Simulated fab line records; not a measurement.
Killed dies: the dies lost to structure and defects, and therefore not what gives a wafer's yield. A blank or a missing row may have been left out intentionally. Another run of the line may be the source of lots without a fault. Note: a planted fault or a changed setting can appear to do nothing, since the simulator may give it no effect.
fab line records ; flow sfqLine
[record] lots = 14; wafers = 41; lastDay = 94
route steps=325 shown L0@14 I0@56 M1@59 M2@100
lots with no fault: from the same line, run without faults
startH: hours from the record's opening day to when the first of the lot's shown wafers began ; waitH: hours from the lot's prior step to this one ; " unchanged from the row above ; L1.1+2: one row covering several wafers at once ; - no value, or no start was given ; * or withheld: withheld ; < > ~ a bound
route shown NAME@n: names a module that has steps shown in the file, with the first one's number in the route ; usual: mean and standard deviation over wafers with no fault ; same: alike in all rows ; chamber/n: place in a boat ; sites: the reading at each site ; _std_site: the values' standard deviation ; _edge_site: outer sites' mean less inner sites' ; radiusMm: for every site, how far away it sits from the centre of the wafer ; mask NAME#n: copy n ; behind: the most recent tool/chamber to have shaped the wafer ; hold: the reason the lot was held/the length of the hold in hours/how it ended ; device: which transistor (n, p or np) failed to switch ; end of line: tests run on the same wafers once the route is complete ; a step without rows: its recipe alone ; killed: count of dies lost to structure and defects at first sort (not the wafer's yield) ; map: a wafer's dies, marking killed ones x, the rest . and places with no die _
set.NAME: setting as actually run; set.NAME@STEP: the setting as run at that earlier step ; model.NAME: the simulator's own value behind a step, which no gauge read
a sample of lots followed through the steps of the route, with each step as a table and each wafer as a row
services: the hour from which a tool's chamber was out of use, counted from the record's first day as startH (under 0 if before that day), plus the number of hours and why
[[steps]]
[step SFQ_TRILAYER_L0_STRIP_STRIP_009]
[recipe] gas = O2; powerW = 200; platenTempC = 40; overashFraction = 0.65; chemistry = O2; pressureMtorr = 50
[usual] chamberPressureMTorr = 50.00/0.045; drypumpMotorCurrentA = 5.9/0.42; oesProductAu = 1.004/0.012
lot.wafer;tool;chamber;startH;waitH;chamberPressureMTorr;drypumpMotorCurrentA;oesProductAu;rfHoursCounterH
L472.1;rieMetal-02;0;48.49;0.1;49.94;6.3;0.999;202
L472.5;rieMetal-02;0;48.49;0.1;50.00;6.3;1.014;-
L472.6;rieMetal-02;0;48.49;0.1;50.01;6.3;1.006;-
L473.1;rieMetal-04;1;54.38;0.0;50.05;5.7;1.021;38
L473.2;rieMetal-04;0;54.38;0.0;50.12;6.2;1.005;132
L473.6;rieMetal-04;0;54.38;0.0;49.96;6.2;0.991;-
L474.3;rieMetal-02;0;60.58;0.2;49.99;6.3;1.000;-
L474.4;rieMetal-02;1;60.58;0.2;50.02;5.8;1.011;-
L474.6;rieMetal-02;1;60.58;0.2;49.91;5.9;1.002;-
L475.1;rieMetal-02;1;65.22;0.0;50.05;5.9;1.002;2
L475.3;rieMetal-02;0;65.22;0.0;50.01;6.3;1.003;-
L475.4;rieMetal-02;1;65.22;0.0;50.09;5.8;0.994;-
L476.2;rieMetal-01;0;69.98;0.0;49.95;5.0;1.005;69
L476.4;rieMetal-01;1;69.98;0.0;50.00;5.6;1.010;-
L476.5;rieMetal-01;0;69.98;0.0;49.97;5.0;1.003;-
L477.1;rieMetal-02;1;79.16;0.0;49.95;5.9;0.999;3
L477.2;rieMetal-02;0;79.16;0.0;50.03;6.3;1.001;208
L477.3;rieMetal-02;1;79.16;0.0;49.98;5.8;0.998;-
L479.1;rieMetal-01;1;88.76;0.0;50.03;5.6;1.002;180
L479.3;rieMetal-01;1;88.76;0.0;50.04;5.6;0.993;-
L483.2;rieMetal-02;1;111.56;0.0;50.03;5.8;0.986;11
L483.3;rieMetal-02;1;111.56;0.0;49.95;5.8;0.995;-
L483.4;rieMetal-02;0;111.56;0.0;50.02;6.3;0.974;-
L490.1;rieMetal-01;1;143.51;0.0;50.00;5.6;1.005;190
L490.2;rieMetal-01;0;143.51;0.0;49.99;5.0;0.992;83
L490.6;rieMetal-01;0;143.51;0.0;49.96;5.0;0.997;-
L491.2;rieMetal-02;1;149.51;0.0;50.07;5.9;1.002;15
L491.3;rieMetal-02;1;149.51;0.0;50.08;5.9;1.006;-
L491.4;rieMetal-02;0;149.51;0.0;50.00;6.3;0.990;-
L492.2;rieMetal-04;1;155.31;0.0;50.06;5.7;1.029;56
L492.3;rieMetal-04;0;155.31;0.0;50.02;6.2;1.025;-
L492.5;rieMetal-04;1;155.31;0.0;49.98;5.7;1.024;-
L493.2;rieMetal-02;0;160.14;0.0;49.92;6.3;1.002;10
L493.4;rieMetal-02;1;160.14;0.0;50.05;5.8;1.010;-
L493.6;rieMetal-02;0;160.14;0.0;50.02;6.3;0.997;-
L494.1;rieMetal-02;0;163.71;0.0;49.94;6.3;1.004;11
L494.2;rieMetal-02;1;163.71;0.0;50.04;5.9;1.010;19
L494.3;rieMetal-02;0;163.71;0.0;50.00;6.3;0.993;-
L495.1;rieMetal-04;0;168.51;0.0;50.01;6.2;1.005;155
L495.2;rieMetal-04;1;168.51;0.0;49.95;5.7;1.023;60
L495.4;rieMetal-04;1;168.51;0.0;50.04;5.7;1.023;-
[step SFQ_TRILAYER_I0_VIA_STRIP_STRIP_035]
[recipe] gas = O2; powerW = 200; platenTempC = 40; overashFraction = 0.65; chemistry = O2; pressureMtorr = 50
[usual] chamberPressureMTorr = 50.00/0.045; drypumpMotorCurrentA = 5.9/0.5; oesProductAu = 0.992/0.012
lot.wafer;tool;chamber;startH;waitH;chamberPressureMTorr;drypumpMotorCurrentA;oesProductAu;rfHoursCounterH
L472.1;rieMetal-03;0;199.89;-;49.97;5.0;0.995;20
L472.5;rieMetal-03;1;199.89;-;49.99;6.5;0.994;-
L472.6;rieMetal-03;0;199.89;-;50.00;5.0;0.996;-
L473.1;rieMetal-02;1;207.09;-;50.01;5.9;1.000;26
L473.2;rieMetal-02;0;207.09;-;49.96;6.3;0.981;18
L473.6;rieMetal-02;0;207.09;-;49.97;6.3;0.980;-
L474.3;rieMetal-02;0;219.67;-;50.01;6.3;0.978;-
L474.4;rieMetal-02;1;219.67;-;49.98;5.9;0.989;-
L474.6;rieMetal-02;0;219.67;-;49.99;6.3;0.964;-
L475.1;rieMetal-02;1;227.49;-;49.98;5.9;0.999;30
L475.3;rieMetal-02;0;227.49;-;50.04;6.3;0.976;-
L475.4;rieMetal-02;1;227.49;-;49.97;5.8;1.010;-
L476.2;rieMetal-02;0;229.89;-;49.93;6.3;0.993;22
L476.4;rieMetal-02;1;229.89;-;49.86;5.9;1.003;-
L476.5;rieMetal-02;1;229.89;-;50.03;5.9;1.006;-
L477.1;rieMetal-02;1;243.19;-;50.05;5.9;1.005;33
L477.2;rieMetal-02;0;243.19;-;50.02;6.3;0.984;25
L477.3;rieMetal-02;1;243.19;-;50.00;5.9;0.991;-
L479.1;rieMetal-02;1;250.71;-;49.93;5.9;0.990;34
L479.3;rieMetal-02;0;250.71;-;49.99;6.3;0.978;-
L483.2;rieMetal-02;1;274.39;-;50.00;5.9;0.989;38
L483.3;rieMetal-02;0;274.39;-;50.01;6.3;0.977;-
L483.4;rieMetal-02;1;274.39;-;50.04;5.8;0.996;-
L490.1;rieMetal-01;0;313.50;-;49.97;5.0;1.000;116
L490.2;rieMetal-01;1;313.50;-;49.99;5.6;0.995;16
L490.6;rieMetal-01;1;313.50;-;50.06;5.6;0.996;-
L491.2;rieMetal-01;0;318.30;-;49.99;5.0;0.998;117
L491.3;rieMetal-01;0;318.30;-;50.07;4.9;1.004;-
L491.4;rieMetal-01;1;318.30;-;50.00;5.6;0.994;-
L492.2;rieMetal-01;0;325.30;-;49.99;5.0;1.003;118
L492.3;rieMetal-01;0;325.30;-;50.00;5.0;0.993;-
L492.5;rieMetal-01;1;325.30;-;50.05;5.6;0.993;-
L493.2;rieMetal-02;0;332.50;-;49.99;6.3;0.983;39
L493.4;rieMetal-02;0;332.50;-;50.03;6.3;0.990;-
L493.6;rieMetal-02;0;332.50;-;49.89;6.3;0.979;-
L494.1;rieMetal-03;1;334.90;-;50.00;6.5;1.005;66
L494.2;rieMetal-03;0;334.90;-;49.97;5.0;0.994;42
L494.3;rieMetal-03;1;334.90;-;49.98;6.5;0.994;-
L495.1;rieMetal-03;0;343.30;-;49.98;5.1;0.997;44
L495.2;rieMetal-03;1;343.30;-;50.02;6.5;1.008;68
L495.4;rieMetal-03;0;343.30;-;50.04;5.0;0.994;-
[step SFQ_TRILAYER_M1_DEP_SPUTTER_037]
[recipe] material = Nb; basePressurePa = 1.33e-06; chamberPressurePa = 0.1333; substrateTempC = 20; resputterCathodeVoltageV = 400; targetThkNm = 200; powerW = 2000; timeS = 133.3
[usual] throttleValvePct = 29.9/0.69
lot.wafer;tool;chamber;startH;waitH;throttleValvePct
L472.1;pvdSputter-06;-;200.70;0.0;29.3
L472.5;pvdSputter-06;-;200.70;0.0;29.5
L472.6;pvdSputter-06;-;200.70;0.0;29.7
L473.1;pvdSputter-06;-;207.91;0.0;30.3
L473.2;pvdSputter-06;-;207.91;0.0;30.2
L473.6;pvdSputter-06;-;207.91;0.0;29.1
L474.3;pvdSputter-03;-;220.28;0.0;30.6
L474.4;pvdSputter-03;-;220.28;0.0;29.1
L474.6;pvdSputter-03;-;220.28;0.0;29.4
L475.1;pvdSputter-06;-;228.30;0.0;29.5
L475.3;pvdSputter-06;-;228.30;0.0;29.2
L475.4;pvdSputter-06;-;228.30;0.0;30.3
L476.2;pvdSputter-04;-;230.70;0.0;29.1
L476.4;pvdSputter-04;-;230.70;0.0;29.6
L476.5;pvdSputter-04;-;230.70;0.0;29.9
L477.1;pvdSputter-04;-;244.01;0.0;29.6
L477.2;pvdSputter-04;-;244.01;0.0;30.0
L477.3;pvdSputter-04;-;244.01;0.0;29.2
L479.1;pvdSputter-04;-;251.54;0.0;29.8
L479.3;pvdSputter-04;-;251.54;0.0;29.9
L483.2;pvdSputter-04;-;275.19;0.0;29.3
L483.3;pvdSputter-04;-;275.19;0.0;29.9
L483.4;pvdSputter-04;-;275.19;0.0;29.7
L490.1;pvdSputter-06;-;314.30;0.0;29.4
L490.2;pvdSputter-06;-;314.30;0.0;30.2
L490.6;pvdSputter-06;-;314.30;0.0;29.6
L491.2;pvdSputter-03;-;319.10;0.0;29.2
L491.3;pvdSputter-03;-;319.10;0.0;31.9
L491.4;pvdSputter-03;-;319.10;0.0;30.8
L492.2;pvdSputter-03;-;326.31;0.0;30.7
L492.3;pvdSputter-03;-;326.31;0.0;31.6
L492.5;pvdSputter-03;-;326.31;0.0;30.6
L493.2;pvdSputter-04;-;333.30;0.0;29.2
L493.4;pvdSputter-04;-;333.30;0.0;29.8
L493.6;pvdSputter-04;-;333.30;0.0;29.8
L494.1;pvdSputter-03;-;335.70;0.0;31.8
L494.2;pvdSputter-03;-;335.70;0.0;30.8
L494.3;pvdSputter-03;-;335.70;0.0;29.5
L495.1;pvdSputter-03;-;344.10;0.0;31.9
L495.2;pvdSputter-03;-;344.10;0.0;29.9
L495.4;pvdSputter-03;-;344.10;0.0;30.9
[step SFQ_M1_RS_MEAS_909]
[recipe] thkMeasGauge = four-point-probe; reads = Nb_of_TRILAYER_M1_DEP_SPUTTER_037
[usual] M1_NB_RS = 0.891/0.011
lot.wafer;tool;chamber;startH;waitH;M1_NB_RS[ohm/sq]
L472.1;filmMetro-02;-;200.79;0.0;0.894
L472.5;filmMetro-02;-;200.79;0.0;0.892
L472.6;filmMetro-02;-;200.79;0.0;0.890
L473.1;filmMetro-04;-;208.00;0.0;0.896
L473.2;filmMetro-04;-;208.00;0.0;0.904
L473.6;filmMetro-04;-;208.00;0.0;0.903
L474.3;filmMetro-04;-;221.40;1.1;0.876
L474.4;filmMetro-04;-;221.40;1.1;0.891
L474.6;filmMetro-04;-;221.40;1.1;0.888
L475.1;filmMetro-04;-;228.39;0.0;0.885
L475.3;filmMetro-04;-;228.39;0.0;0.878
L475.4;filmMetro-04;-;228.39;0.0;0.880
L476.2;filmMetro-04;-;230.81;0.1;0.879
L476.4;filmMetro-04;-;230.81;0.1;0.897
L476.5;filmMetro-04;-;230.81;0.1;0.888
L477.1;filmMetro-04;-;244.10;0.0;0.901
L477.2;filmMetro-04;-;244.10;0.0;0.911
L477.3;filmMetro-04;-;244.10;0.0;0.897
L479.1;filmMetro-04;-;252.47;0.9;0.893
L479.3;filmMetro-04;-;252.47;0.9;1.500
L483.2;filmMetro-02;-;275.31;0.1;0.896
L483.3;filmMetro-02;-;275.31;0.1;1.509
L483.4;filmMetro-02;-;275.31;0.1;1.570
L490.1;filmMetro-02;-;314.39;0.0;0.889
L490.2;filmMetro-02;-;314.39;0.0;0.886
L490.6;filmMetro-02;-;314.39;0.0;0.887
L491.2;filmMetro-02;-;319.21;0.1;0.888
L491.3;filmMetro-02;-;319.21;0.1;0.905
L491.4;filmMetro-02;-;319.21;0.1;0.884
L492.2;filmMetro-01;-;326.42;0.1;0.876
L492.3;filmMetro-01;-;326.42;0.1;0.890
L492.5;filmMetro-01;-;326.42;0.1;0.882
L493.2;filmMetro-01;-;333.41;0.1;0.875
L493.4;filmMetro-01;-;333.41;0.1;0.881
L493.6;filmMetro-01;-;333.41;0.1;0.879
L494.1;filmMetro-01;-;335.79;0.0;0.892
L494.2;filmMetro-01;-;335.79;0.0;0.876
L494.3;filmMetro-01;-;335.79;0.0;0.875
L495.1;filmMetro-01;-;344.19;0.0;0.902
L495.2;filmMetro-01;-;344.19;0.0;0.907
L495.4;filmMetro-01;-;344.19;0.0;0.889
[step SFQ_TRILAYER_M1_ETCH_METAL_ETCH_042]
[recipe] target = Nb; stopOn = SiO2; maskMaterial = PR; chemistry = Cl2/Ar; targetDepthNm = 240; icpW = 600; biasW = 80; pressureMtorr = 10; timeS = 120
[usual] chamberPressureMTorr = 10.001/0.0075; drypumpMotorCurrentA = 5.8/0.44; oesProductAu = 0.893/0.007
lot.wafer;tool;chamber;startH;waitH;chamberPressureMTorr;drypumpMotorCurrentA;oesProductAu;rfHoursCounterH
L472.1;rieMetal-02;1;280.84;0.0;9.987;5.9;0.891;39
L472.5;rieMetal-02;0;280.84;0.0;10.011;6.3;0.897;-
L472.6;rieMetal-02;1;280.84;0.0;9.993;5.8;0.892;-
L473.1;rieMetal-02;0;291.64;0.0;10.001;6.3;0.899;33
L473.2;rieMetal-02;1;291.64;0.0;10.002;5.8;0.891;41
L473.6;rieMetal-02;0;291.64;0.0;9.995;6.3;0.884;-
L474.3;rieMetal-04;0;306.08;0.1;10.007;6.1;0.897;-
L474.4;rieMetal-04;1;306.08;0.1;10.001;5.7;0.892;-
L474.6;rieMetal-04;1;306.08;0.1;10.008;5.7;0.898;-
L475.1;rieMetal-01;1;320.40;0.0;10.003;5.6;0.905;17
L475.3;rieMetal-01;1;320.40;0.0;9.990;5.6;0.901;-
L475.4;rieMetal-01;0;320.40;0.0;10.002;5.0;0.897;-
L476.2;rieMetal-01;1;322.80;0.0;10.000;5.6;0.903;18
L476.4;rieMetal-01;0;322.80;0.0;9.995;5.0;0.897;-
L476.5;rieMetal-01;0;322.80;0.0;9.989;5.0;0.898;-
L477.1;rieMetal-02;1;334.80;0.0;10.003;5.9;0.889;48
L477.2;rieMetal-02;0;334.80;0.0;9.999;6.3;0.886;40
L477.3;rieMetal-02;0;334.80;0.0;10.007;6.3;0.891;-
L479.1;rieMetal-02;1;346.80;0.0;9.996;5.9;0.894;50
L479.3;rieMetal-02;1;346.80;0.0;10.009;5.9;0.689;-
L483.2;rieMetal-01;1;377.65;0.0;9.985;5.6;0.884;29
L483.3;rieMetal-01;0;377.65;0.0;10.011;5.0;0.679;-
L483.4;rieMetal-01;1;377.65;0.0;9.991;5.6;0.673;-
L490.1;rieMetal-04;1;422.03;0.0;10.000;5.7;0.901;106
L490.2;rieMetal-04;0;422.03;0.0;9.995;6.2;0.895;6
L490.6;rieMetal-04;0;422.03;0.0;9.994;6.2;0.891;-
L491.2;rieMetal-04;1;426.83;0.0;9.998;5.7;0.899;107
L491.3;rieMetal-04;0;426.83;0.0;9.983;6.2;0.877;-
L491.4;rieMetal-04;1;426.83;0.0;10.005;5.7;0.893;-
L492.2;rieMetal-01;0;436.23;0.0;9.997;5.0;0.899;140
L492.3;rieMetal-01;1;436.23;0.0;10.007;5.6;0.893;-
L492.5;rieMetal-01;0;436.23;0.0;10.008;5.0;0.901;-
L493.2;rieMetal-01;0;444.63;0.0;9.998;5.0;0.892;142
L493.4;rieMetal-01;0;444.63;0.0;10.015;5.0;0.895;-
L493.6;rieMetal-01;0;444.63;0.0;9.994;5.0;0.893;-
L494.1;rieMetal-02;1;445.83;0.0;9.999;5.8;0.884;66
L494.2;rieMetal-02;0;445.83;0.0;9.998;6.3;0.896;61
L494.3;rieMetal-02;1;445.83;0.0;9.994;5.8;0.898;-
L495.1;rieMetal-04;0;457.85;0.1;10.011;6.2;0.882;12
L495.2;rieMetal-04;1;457.85;0.1;9.995;5.7;0.880;112
L495.4;rieMetal-04;1;457.85;0.1;10.005;5.7;0.895;-
[step SFQ_TRILAYER_M2_ETCH_METAL_ETCH_060]
[recipe] target = Nb; stopOn = SiO2; maskMaterial = PR; chemistry = Cl2/Ar; targetDepthNm = 240; icpW = 600; biasW = 80; pressureMtorr = 10; timeS = 120
[usual] chamberPressureMTorr = 10.000/0.0095; drypumpMotorCurrentA = 5.6/0.56; oesProductAu = 0.897/0.0085
lot.wafer;tool;chamber;startH;waitH;chamberPressureMTorr;drypumpMotorCurrentA;oesProductAu;rfHoursCounterH
L472.1;rieMetal-01;1;510.63;0.0;9.981;5.6;0.905;53
L472.5;rieMetal-01;0;510.63;0.0;9.991;5.0;0.905;-
L472.6;rieMetal-01;1;510.63;0.0;10.004;5.6;0.891;-
L473.1;rieMetal-04;0;523.83;0.0;9.992;6.2;0.890;24
L473.2;rieMetal-04;1;523.83;0.0;9.999;5.7;0.892;124
L473.6;rieMetal-04;1;523.83;0.0;10.010;5.7;0.901;-
L474.3;rieMetal-01;1;547.23;0.1;9.985;5.6;0.894;-
L474.4;rieMetal-01;0;547.23;0.1;9.997;5.0;0.895;-
L474.6;rieMetal-01;0;547.23;0.1;9.999;5.0;0.911;-
L475.1;rieMetal-03;0;567.59;0.0;9.997;5.1;0.904;79
L475.3;rieMetal-03;1;567.59;0.0;10.000;6.5;0.921;-
L475.4;rieMetal-03;0;567.59;0.0;10.001;5.0;0.899;-
L476.2;rieMetal-03;0;571.19;0.0;10.000;5.0;0.888;79
L476.4;rieMetal-03;1;571.19;0.0;10.010;6.5;0.883;-
L476.5;rieMetal-03;1;571.19;0.0;9.979;6.5;0.899;-
L477.1;rieMetal-01;0;585.72;0.0;10.017;5.0;0.897;164
L477.2;rieMetal-01;1;585.72;0.0;10.009;5.6;0.890;64
L477.3;rieMetal-01;1;585.72;0.0;10.000;5.6;0.920;-
L479.1;rieMetal-03;0;607.93;0.1;9.997;5.0;0.897;85
L479.3;rieMetal-03;1;607.93;0.1;9.994;6.5;0.891;-
L483.2;rieMetal-03;0;655.16;0.0;10.011;5.1;0.889;92
L483.3;rieMetal-03;0;655.16;0.0;10.017;5.1;0.896;-
L483.4;rieMetal-03;1;655.16;0.0;9.980;6.5;0.889;-
L490.1;rieMetal-01;1;707.51;0.0;10.009;5.6;0.902;90
L490.2;rieMetal-01;0;707.51;0.0;9.987;5.0;0.888;8
L490.6;rieMetal-01;0;707.51;0.0;10.001;5.0;0.886;-
L491.2;rieMetal-03;1;716.03;0.0;10.007;6.5;0.902;125
L491.3;rieMetal-03;1;716.03;0.0;10.001;6.5;0.902;-
L491.4;rieMetal-03;0;716.03;0.0;10.002;5.1;0.896;-
L492.2;rieMetal-01;1;720.96;0.0;9.997;5.6;0.916;92
L492.3;rieMetal-01;1;720.96;0.0;9.994;5.6;0.902;-
L492.5;rieMetal-01;1;720.96;0.0;10.008;5.6;0.914;-
L493.2;rieMetal-03;0;724.56;0.0;9.999;5.1;0.896;102
L493.4;rieMetal-03;0;724.56;0.0;10.003;5.1;0.887;-
L493.6;rieMetal-03;1;724.56;0.0;9.996;6.5;0.888;-
L494.1;rieMetal-04;1;726.96;0.0;10.016;5.7;0.898;152
L494.2;rieMetal-04;0;726.96;0.0;9.999;6.2;0.891;57
L494.3;rieMetal-04;0;726.96;0.0;9.992;6.1;0.894;-
L495.1;rieMetal-01;0;742.56;0.0;10.006;5.0;0.896;11
L495.2;rieMetal-01;1;742.56;0.0;10.010;5.6;0.900;94
L495.4;rieMetal-01;1;742.56;0.0;10.013;5.6;0.883;-
[[services]]
tool;chamber;startH;hours;kind
rieMetal-02;1;32.47;3.8;repair
rieMetal-04;-;42.15;1.3;repair
pvdSputter-03;-;69.02;3.7;repair
rieMetal-04;-;110.51;2.8;pm
pvdSputter-03;-;114.90;3.7;repair
rieMetal-04;1;129.40;4.3;repair
rieMetal-02;-;131.68;15.6;pm
pvdSputter-03;-;147.96;2.3;repair
rieMetal-01;-;148.47;16.1;repair
rieMetal-04;1;289.96;2.2;repair
rieMetal-02;-;330.54;1.4;pm
rieMetal-04;1;331.70;15.4;repair
rieMetal-02;1;347.75;9.7;repair
rieMetal-02;-;348.86;2.8;pm
pvdSputter-03;-;400.71;6.4;repair
rieMetal-02;1;436.21;2.1;repair
rieMetal-02;0;495.80;6.6;repair
rieMetal-02;-;509.67;0.5;repair
rieMetal-04;-;513.30;0.9;repair
rieMetal-01;0;618.26;5.6;repair
rieMetal-02;-;652.68;28.1;pm
rieMetal-03;-;658.29;2.8;pm
rieMetal-04;1;667.82;17.9;repair
rieMetal-04;0;716.74;8.8;repair
[[key]]
[firstSign] step = SFQ_M1_RS_MEAS_909; reading = M1_NB_RS; direction = up; sigmas = 60; usual = 0.891; struck = 1.526
[effect] step = SFQ_TRILAYER_M1_ETCH_METAL_ETCH_042; reading = oesProductAu; direction = down; sigmas = 30; usual = 0.893; struck = 0.680
metAt SFQ_TRILAYER_M1_DEP_SPUTTER_037
struckLots L479,L483
struckWafers L479.3,L483.3,L483.4
notActingAt SFQ_TRILAYER_L0_STRIP_STRIP_009,SFQ_TRILAYER_I0_VIA_STRIP_STRIP_035,SFQ_TRILAYER_M2_ETCH_METAL_ETCH_060
onsetBetween 244.01 251.54
[fault] kind = processParameterDrift; tool = pvdSputter-04; chamber = -; onsetH = 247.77; steps = SFQ_TRILAYER_M1_DEP_SPUTTER_037; channel = targetThkNm; offset = -81.908; shape = step; endH = 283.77; scope = struckWafersOnly; actsIn = theseRecipesOnly; stated = 200
